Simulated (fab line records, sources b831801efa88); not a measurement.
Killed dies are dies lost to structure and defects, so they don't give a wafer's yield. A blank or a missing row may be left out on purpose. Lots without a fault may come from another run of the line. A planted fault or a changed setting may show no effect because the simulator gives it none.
Chamber matching | flow sky130 | SKY_CONTACT_ETCH_16 on rie_diel-01: 4 sister chambers
The step etches BARC in N2/H2, stops on SiO2, time 45.9 s, target depth 60 nm. 14 wafers are shown with their chamber, then 7 later ones without.

WAFERS WITH THEIR CHAMBER
wafer  | chamber | drypump_motor_current_A (A) | throttle_valve_pct (%) | oes_product_au (a.u.)
L484.3 | 0       | 6.0                         | 13.230                 | 0.862
L484.4 | 3       | 5.2                         | 13.227                 | 0.864
L484.6 | 0       | 6.0                         | 13.239                 | 0.854
L485.2 | 2       | 4.9                         | 13.220                 | 0.851
L485.3 | 3       | 5.2                         | 13.216                 | 0.865
L485.6 | 1       | 5.6                         | 13.222                 | 0.854
L486.2 | 2       | 4.9                         | 13.223                 | 0.866
L486.3 | 0       | 6.0                         | 13.223                 | 0.851
L486.5 | 2       | 4.9                         | 13.215                 | 0.859
L491.1 | 0       | 5.9                         | 13.225                 | 0.852
L491.3 | 2       | 4.9                         | 13.225                 | 0.858
L491.5 | 3       | 5.2                         | 13.224                 | 0.850
L492.2 | 2       | 4.9                         | 13.214                 | 0.852
L492.4 | 0       | 6.0                         | 13.227                 | 0.869

SIGNATURES (means of the wafers above)
reading                 | chamber 0 | chamber 1 | chamber 2 | chamber 3 | scatter within a chamber
drypump_motor_current_A | 5.980     | 5.600     | 4.900     | 5.200     | 0.0283
throttle_valve_pct      | 13.22880  | 13.22200  | 13.21940  | 13.22233  | 0.00561
oes_product_au          | 0.85760   | 0.85400   | 0.85720   | 0.85967   | 0.00724
Rule: a wafer's distance from a chamber is the root of the sum, over the readings, of the square of ((its reading less the chamber's mean) divided by the reading's scatter). The wafer belongs to the nearest chamber; if the next one is less than 2 further off, it can't be placed. The scatter: the root of (the sum of the squares of (reading less its chamber's mean) over the shown wafers, divided by (wafers less chambers)).

WAFERS WITHOUT THEIR CHAMBER
wafer  | drypump_motor_current_A (A) | throttle_valve_pct (%) | oes_product_au (a.u.)
L492.6 | 4.9                         | 13.235                 | 0.849
L501.2 | 4.9                         | 13.230                 | 0.854
L501.5 | 5.2                         | 13.222                 | 0.854
L501.6 | 4.9                         | 13.224                 | 0.855
L503.3 | 4.9                         | 13.233                 | 0.865
L503.4 | 5.2                         | 13.231                 | 0.852
L503.6 | 4.9                         | 13.243                 | 0.846

WHICH CHAMBER EACH WENT THROUGH
wafer  | from the rows above | in truth
L492.6 | 2                   | 2
L501.2 | 2                   | 2
L501.5 | 3                   | 3
L501.6 | 2                   | 2
L503.3 | 2                   | 2
L503.4 | 3                   | 3
L503.6 | 2                   | 2
Placed correctly: 7 of 7. Can't be placed from these rows: 0. Placed wrongly: 0.
